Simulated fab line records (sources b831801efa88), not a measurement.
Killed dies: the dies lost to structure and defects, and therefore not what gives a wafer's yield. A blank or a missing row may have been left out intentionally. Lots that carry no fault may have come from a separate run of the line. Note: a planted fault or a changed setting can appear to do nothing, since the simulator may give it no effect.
Which tool was responsible?	flow gf180mcu	14 lots with 42 wafers sampled at 4 steps, on a route of 602 steps

WHAT THE GAUGES SHOWED, per wafer
GF_V5_THK_MEAS_25: measures by xrf. Usual: V5_W_THK 354 nm, standard deviation 5.3.
lot	measured	on	V5_W_THK (nm)	flag
L500	day 27 10:30	film_metro-01	348 344 345	
L501	day 27 21:27	film_metro-03	364 362 357	
L502	day 28 08:24	film_metro-03	354 349 353	
L504	day 28 20:31	film_metro-03	354 347 352	
L505	day 29 00:04	film_metro-04	359 361 366	
L506	day 29 08:02	film_metro-03	355 354 348	
L508	day 29 17:50	film_metro-01	349 354 353	
L510	day 30 10:34	film_metro-01	366 364 354	
L509	day 30 12:23	film_metro-01	353 347 347	
L511	day 30 18:53	film_metro-01	354 361 358	
L512	day 31 02:57	film_metro-04	362 358 359	
L515	day 31 16:44	film_metro-01	350 356 347	
L521	day 33 00:47	film_metro-04	356 353 354	
L523	day 33 04:26	film_metro-03	355 351 357	

GF_TOP_METAL_CD_MEAS_14 targets a cd of 440 nm. Usual: 439.9 nm for cd_nm, sd 2.4.
lot	measured	on	cd_nm (nm)	flag
L500	day 28 07:13	cd_sem-01	441.1 442.3 442.7	
L501	day 28 17:56	cd_sem-02	435.2 436.0 438.8	
L502	day 29 03:56	cd_sem-02	442.2 444.4 445.5	
L504	day 29 15:59	cd_sem-02	443.4 443.0 443.7	
L505	day 29 19:50	cd_sem-02	438.5 438.3 436.1	
L506	day 30 03:16	cd_sem-01	440.7 442.7 442.5	
L508	day 30 13:10	cd_sem-02	440.1 440.9 440.5	
L510	day 31 05:11	cd_sem-01	442.2 440.6 441.1	
L509	day 31 06:28	cd_sem-01	437.8 435.7 436.4	
L511	day 31 13:20	cd_sem-02	442.0 441.7 441.3	
L512	day 31 21:16	cd_sem-01	438.6 438.1 438.6	
L515	day 32 10:03	cd_sem-02	441.0 439.2 441.2	
L521	day 33 16:49	cd_sem-01	438.1 441.3 439.3	
L523	day 33 22:26	cd_sem-01	438.5 439.1 440.8	

WHAT TOOL EACH LOT RAN ON (gives the tool, then ch and the chambers of the sampled wafers, and finally the start)
lot	GF_V1_CVD_23	GF_TOP_METAL_SPUTTER_03
L500	cvd_w-01 ch 0,1, day 18 10:34	pvd_sputter-03, day 27 11:01
L501	cvd_w-02 ch 0,1, day 19 00:13	pvd_sputter-04, day 27 21:59
L502	cvd_w-01 ch 0,1, day 19 12:35	pvd_sputter-04, day 28 08:56
L504	cvd_w-01 ch 0,1, day 20 03:44	pvd_sputter-04, day 28 21:11
L505	cvd_w-01 ch 0, day 20 07:43	pvd_sputter-03, day 29 00:37
L506	cvd_w-01 ch 0,1, day 20 19:11	pvd_sputter-04, day 29 08:35
L508	cvd_w-01 ch 0,1, day 21 06:06	pvd_sputter-03, day 29 18:22
L510	cvd_w-01 ch 0,1, day 22 01:34	pvd_sputter-04, day 30 11:06
L509	cvd_w-02 ch 0,1, day 22 01:56	pvd_sputter-02, day 30 12:56
L511	cvd_w-02 ch 0,1, day 22 10:57	pvd_sputter-03, day 30 19:25
L512	cvd_w-01 ch 0,1, day 22 22:05	pvd_sputter-03, day 31 03:29
L515	cvd_w-01 ch 0,1, day 23 19:25	pvd_sputter-03, day 31 17:15
L521	cvd_w-02 ch 0,1, day 25 09:32	pvd_sputter-04, day 33 01:17
L523	cvd_w-02 ch 0,1, day 25 15:30	pvd_sputter-04, day 33 04:58
- GF_V1_CVD_23: deposits W, target thk 350 nm, time 105.05 s.
- GF_TOP_METAL_SPUTTER_03: material Ti, target thk 5 nm, time 3.3 s.

AS READ BY THE TOOLS THEMSELVES (means over the sampled wafers that have a number; for cases with no such wafer, the mark the record gives instead)
GF_V1_CVD_23. Usual: 906 W for heater_power_w, sd 97.
lot	tool	heater_power_w (W)	flag
L500	cvd_w-01	928	
L501	cvd_w-02	904	
L502	cvd_w-01	936	
L504	cvd_w-01	839	
L505	cvd_w-01	1021	
L506	cvd_w-01	938	
L508	cvd_w-01	937	
L510	cvd_w-01	942	
L509	cvd_w-02	923	
L511	cvd_w-02	922	
L512	cvd_w-01	862	
L515	cvd_w-01	948	
L521	cvd_w-02	909	
L523	cvd_w-02	915	

GF_TOP_METAL_SPUTTER_03. Usual: 29.7 % for throttle_valve_pct, sd 1.1.
lot	tool	throttle_valve_pct (%)	flag
L500	pvd_sputter-03	29.2	
L501	pvd_sputter-04	29.1	
L502	pvd_sputter-04	29.0	
L504	pvd_sputter-04	28.6	
L505	pvd_sputter-03	29.7	
L506	pvd_sputter-04	29.6	
L508	pvd_sputter-03	29.6	
L510	pvd_sputter-04	29.3	
L509	pvd_sputter-02	31.4	
L511	pvd_sputter-03	29.4	
L512	pvd_sputter-03	29.4	
L515	pvd_sputter-03	29.2	
L521	pvd_sputter-04	29.3	
L523	pvd_sputter-04	29.2	

THE ANSWER, worked out from the rows above alone
Rule: a lot is off if the mean of its wafers that have a number lies more than 3 standard deviations from the usual mean. A lot without any number at a reading at which 4 lots or more have one is off too. All remaining lots with rows at the step are treated as sound. After the gauges, taken in route order, come the tools' own readings; for these a lot's mean is taken, as printed above. The first step at which some lot is off is used, and at that step the reading that is off furthest; a lot without a number counts as furthest.
No lot is off on any of the readings shown, so nothing can be concluded from this.

WHAT THE SIMULATOR PUT IN
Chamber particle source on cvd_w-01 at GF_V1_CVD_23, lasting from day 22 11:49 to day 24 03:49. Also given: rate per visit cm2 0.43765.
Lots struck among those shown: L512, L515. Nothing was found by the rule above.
